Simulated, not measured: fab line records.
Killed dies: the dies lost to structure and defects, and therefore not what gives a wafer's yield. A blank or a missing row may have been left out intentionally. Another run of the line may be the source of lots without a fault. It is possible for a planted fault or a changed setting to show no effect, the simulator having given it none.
Comparing a struck lot with a sound one    flow gf180mcu    15 out of 602 route steps
Sound: the wafers L177.2, L177.3, L177.4. Struck: wafer L186.1 (left out: L186.2, L186.4 of the same lot, which were not struck); the cause appears at the end.
Per side, at each step with rows, come the tool, then ch with its chambers, and then its first start. Under that, the readings that differ: sound wafers    struck wafers    difference of the means    sigmas: that difference in standard deviations of wafers without a fault.
alike: a reading whose means differ by less than 2 such deviations, as well as words and numbers matching on both sides. not compared: withheld readings; readings where some wafer has no value; bounds like >300 that might hide an equal value; numbers whose values overlap and for which the record gives no deviation.
The two part at a step that has a row with sigmas, a row that says differs or no value, or rows on one side only. Non-overlapping numbers with no deviation appear without sigmas and do not part them. A reading that every wafer of one side lacks parts them only if that side has two wafers or more.

GF_PSD_RS_MEAS_15: uses a four-point probe to measure.
  struck on film_metro-03, day 20 05:25; sound on film_metro-02, day 16 23:36
  alike: PSD_RS
GF_SAB_CVD_00: deposits SiO2 from TEOS, target thk 50 nm, time 4.9302 s.
  sound on pecvd-04 ch 0,2, day 16 23:42; struck on pecvd-04 ch 0, day 20 05:32
  alike: heater_power_w, rf_fwd_power_W
GF_SAB_THK_MEAS_01:
  struck on film_metro-02, day 20 05:34; sound on film_metro-04, day 16 23:44
  alike: SAB_CVD_00_THK
then, 7 steps without rows for these wafers: GF_SAB_DEHYDRATE_02 (time 60 s); GF_SAB_HMDS_03 (prime time 60 s); GF_SAB_COAT_04 (resist thk 1000 nm); GF_SAB_SOFTBAKE_05 (time 60 s); GF_SAB_EXPOSE_06 (exposes mask SAB, target cd 420 nm); GF_SAB_PEB_07; GF_SAB_DEVELOP_08 (develop time 60 s).
GF_SAB_CD_MEAS_09: target cd 420 nm.
  struck on cd_sem-01, day 21 04:33; sound on cd_sem-02, day 17 22:28
  alike: cd_nm
GF_SAB_OVL_MEAS_10:
  struck on overlay-02, day 21 04:40; sound on overlay-02, day 17 22:34
  alike: SAB_OVL
GF_SAB_ETCH_11: etches SiO2 in C4F8/O2/Ar, target depth 55 nm, time 8.5 s.
  sound on rie_diel-04 ch 2,3, day 17 22:36; struck on rie_diel-03 ch 0, day 21 04:42
reading                          sound              struck  difference  sigmas
oes_product_au (a.u.)            0.991 1.016 0.997  0.876   -0.125      -13
model.SAB.feature_depth_nm (nm)  54.37 55.58 54.47  44.72   -10.09      
model.etch.depth_nm (nm)         54.37 55.58 54.47  44.72   -10.09      
  alike: rf_fwd_power_W
  not compared: rf_hours_counter_h
then, 1 step without rows for these wafers: GF_SAB_WET_ETCH_12 (etches SiO2 in dHF, target depth 22 nm, time 440 s).
-- the record jumps here: 12 days lie between the struck wafers' starts before and after (it left off in module SAB and takes up again in module PASSIVATION, whose first step shown is number 602 of the route) --
GF_PASSIVATION_PROBE_99:
  rows exist in the record for the struck wafers here (prober-02, day 33 11:25), but not for the sound ones

== WHERE THEY PART ==
Earliest at GF_SAB_ETCH_11; latest, in this record, at GF_PASSIVATION_PROBE_99.

WHY: whatever the simulator had introduced
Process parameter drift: rie_diel-03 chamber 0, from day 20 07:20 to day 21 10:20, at GF_SAB_ETCH_11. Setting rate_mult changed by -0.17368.
